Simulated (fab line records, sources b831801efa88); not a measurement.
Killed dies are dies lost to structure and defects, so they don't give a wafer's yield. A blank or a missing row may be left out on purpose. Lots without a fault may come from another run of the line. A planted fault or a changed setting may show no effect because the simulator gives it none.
Split-lot experiment | flow gf180mcu | 5 lots, 23 wafers read, on a route of 602 steps

THE SPLIT
At GF_TOP_METAL_SPUTTER_01 (material TiN, target thk 30 nm, time 25 s), the setting time_s was moved away from the recipe's 25 s on 7 of the 23 wafers read, by -8.4% to -4.2%. The other wafers ran this setting at the recipe's value.

The reading is taken at the split's own step.

THE READING
TiN_of_TOP_METAL_SPUTTER_01.thk_nm (the simulator's own value, which no gauge read), in nm, at GF_TOP_METAL_SPUTTER_01 (material TiN, target thk 30 nm, time 25 s). The file gives no usual value for it. The 16 wafers here that ran the recipe average 30.18 nm, standard deviation 0.38 nm.

wafer  | tool, chamber at the split | time_s as run, s | against the recipe | TiN_of_TOP_METAL_SPUTTER_01.thk_nm, nm | against lot-mates on the recipe
L075.1 | pvd_sputter-02, -          | 23.62            | -5.5%              | 28.91                                  | -1.84
L075.3 | pvd_sputter-02, -          | 25               | recipe             | 30.58                                  | -
L075.4 | pvd_sputter-02, -          | 25               | recipe             | 30.9                                   | -
L075.5 | pvd_sputter-02, -          | 25               | recipe             | 30.78                                  | -
L075.6 | pvd_sputter-02, -          | 23.62            | -5.5%              | 28.65                                  | -2.10
L076.1 | pvd_sputter-04, -          | 25               | recipe             | 30.43                                  | -
L076.3 | pvd_sputter-04, -          | 23.94            | -4.2%              | 29.25                                  | -1.19
L076.4 | pvd_sputter-04, -          | 25               | recipe             | 30.45                                  | -
L076.5 | pvd_sputter-04, -          | 23.94            | -4.2%              | 29.07                                  | -1.37
L076.6 | pvd_sputter-04, -          | 23.94            | -4.2%              | 29                                     | -1.44
L079.2 | pvd_sputter-04, -          | 25               | recipe             | 29.59                                  | -
L079.5 | pvd_sputter-04, -          | 25               | recipe             | 29.82                                  | -
L079.6 | pvd_sputter-04, -          | 25               | recipe             | 29.76                                  | -
L082.1 | pvd_sputter-02, -          | 25               | recipe             | 30.12                                  | -
L082.3 | pvd_sputter-02, -          | 25               | recipe             | 29.73                                  | -
L082.4 | pvd_sputter-02, -          | 25               | recipe             | 29.9                                   | -
L082.5 | pvd_sputter-02, -          | 25               | recipe             | 30.17                                  | -
L082.6 | pvd_sputter-02, -          | 25               | recipe             | 29.84                                  | -
L084.2 | pvd_sputter-01, -          | 25               | recipe             | 30.26                                  | -
L084.3 | pvd_sputter-01, -          | 22.9             | -8.4%              | 27.66                                  | -2.60
L084.4 | pvd_sputter-01, -          | 22.9             | -8.4%              | 27.59                                  | -2.67
L084.5 | pvd_sputter-01, -          | 25               | recipe             | 30.15                                  | -
L084.6 | pvd_sputter-01, -          | 25               | recipe             | 30.36                                  | -

THE FIT
A straight line over all 23 wafers: TiN_of_TOP_METAL_SPUTTER_01.thk_nm changes by +0.284 nm for each +1% of time_s; r = +0.93; the points scatter about the line by 0.34 nm.
The same after taking each lot's own level away (the mean of its wafers on the recipe; 23 wafers): +0.323 nm for each +1%; r = +0.99; scatter 0.14 nm.
On that fit, the largest move of time_s shifts the reading by 2.7 nm.
The lots' own levels span 29.723 to 30.753 nm, that is 2.7 times the standard deviation above.
So the lot-to-lot level changes the slope: the two fits differ.
Check: with one of the wafers moved furthest among these (-8.4%) left out of the fit, the line predicts -2.77 nm for it against its lot-mates. It came out at -2.6 nm against them.

OTHER SPLITS ON THESE WAFERS
These wafers also went through other splits before the reading. Each is held against what the fit with the lots' levels taken away leaves over:
other split on the same wafers | wafers away from the commonest value | r with TiN_of_TOP_METAL_SPUTTER_01.thk_nm (lot level and that fit taken away)
GF_V4_PEB_12 peb_time_s        | 9                                    | +0.15
GF_MIM_SPUTTER_04 power_w      | 4                                    | -0.16
GF_MIM_SPUTTER_07 time_s       | 10                                   | -0.37
GF_M5_EXPOSE_04 dose_mj        | 10                                   | -0.27
GF_M5_PEB_05 peb_temp_c        | 4                                    | -0.01
GF_V5_ETCH_17 source_w         | 9                                    | -0.22

THE FILE'S OWN FIT
TiN_of_TOP_METAL_SPUTTER_01.thk_nm changes by +0.325 nm for each +1% of time_s, r = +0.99.
